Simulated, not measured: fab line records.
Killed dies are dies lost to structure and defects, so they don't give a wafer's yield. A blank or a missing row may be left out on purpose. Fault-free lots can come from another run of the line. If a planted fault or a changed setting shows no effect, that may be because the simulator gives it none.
The same fault as seen by 2 desks -- flow gf180mcu -- what lay behind the numbers comes last; until then each desk has only its own

FROM THE METROLOGY DESK
What the gauges read, lot by lot, whatever tool the lot ran on: means of the sampled wafers that have a number. A lot is out of limits, marked OUT, if its mean lies more than 4 standard deviations from the usual mean; the brackets give that distance.
Columns: A = NWELL_OVL at GF_NWELL_OVL_MEAS_07, usual 0.8 nm; B = cdNm at GF_NSD_CD_MEAS_07, usual 401.0 nm
lot,first seen here,A,B
L740,day 3 17:37,0.6,399.8
L742,day 4 01:22,-0.7,401.5
L743,day 4 05:08,1.1,399.6
L746,day 4 19:10,-0.0,401.5
L747,day 4 23:46,0.6,404.7
L748,day 5 03:44,1.1,398.7
L749,day 5 08:04,2.4,395.0
L750,day 5 14:43,1.3,400.2
L751,day 5 20:32,-1.4,402.7
L753,day 6 07:48,1.1,401.7
L754,day 6 12:14,0.4,405.2
L757,day 7 06:23,0.1,401.4
L761,day 8 05:15,0.7,406.9
L762,day 8 07:31,0.5,399.0
This desk's finding: nothing out of limits on any of the 14 lots.

FOR THE TOOL OWNER'S DESK: lithoTrack-04
The tool's own readings at GF_STI_PEB_10 (peb time 90 s): means of the sampled wafers that have a number, for each lot that ran on this tool. A lot is out of limits, marked OUT, if its mean lies more than 4 standard deviations from the usual mean; the brackets give that distance.
Columns: A = exhaustPa at GF_STI_PEB_10, usual 45.3 Pa; B = heaterPowerTotalW at GF_STI_PEB_10, usual 85.71 W
lot,first seen here,A,B
L746,day 3 11:34,46.1,85.66
L749,day 3 22:53,45.9,85.70
L750,day 4 03:56,45.1,85.69
L753,day 4 19:31,47.0,86.42 (+8.9) OUT
L757,day 5 17:29,44.5,86.43 (+9.0) OUT
This desk's verdict: out of limits on L753, L757, starting with L753 at day 4 19:31 (heaterPowerTotalW at GF_STI_PEB_10). L746, L749, L750: within limits.

BROUGHT TOGETHER
The tool owner's desk had the chance to raise an alarm at day 4 19:31 on L753, L757.
Metrology desk: nothing out of limits seen.
The metrology desk has L753, L757 on record, within its limits.
On lithoTrack-04, each named lot ran GF_STI_PEB_10.

WHAT THE SIMULATOR HAD INSERTED
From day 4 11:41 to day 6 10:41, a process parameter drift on lithoTrack-04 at GF_STI_PEB_10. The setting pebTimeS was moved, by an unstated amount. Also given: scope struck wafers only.
Struck lots among those shown: L753, L757.
Each desk's first reading out of limits, in hours after the fault started: the tool owner's desk, 8.
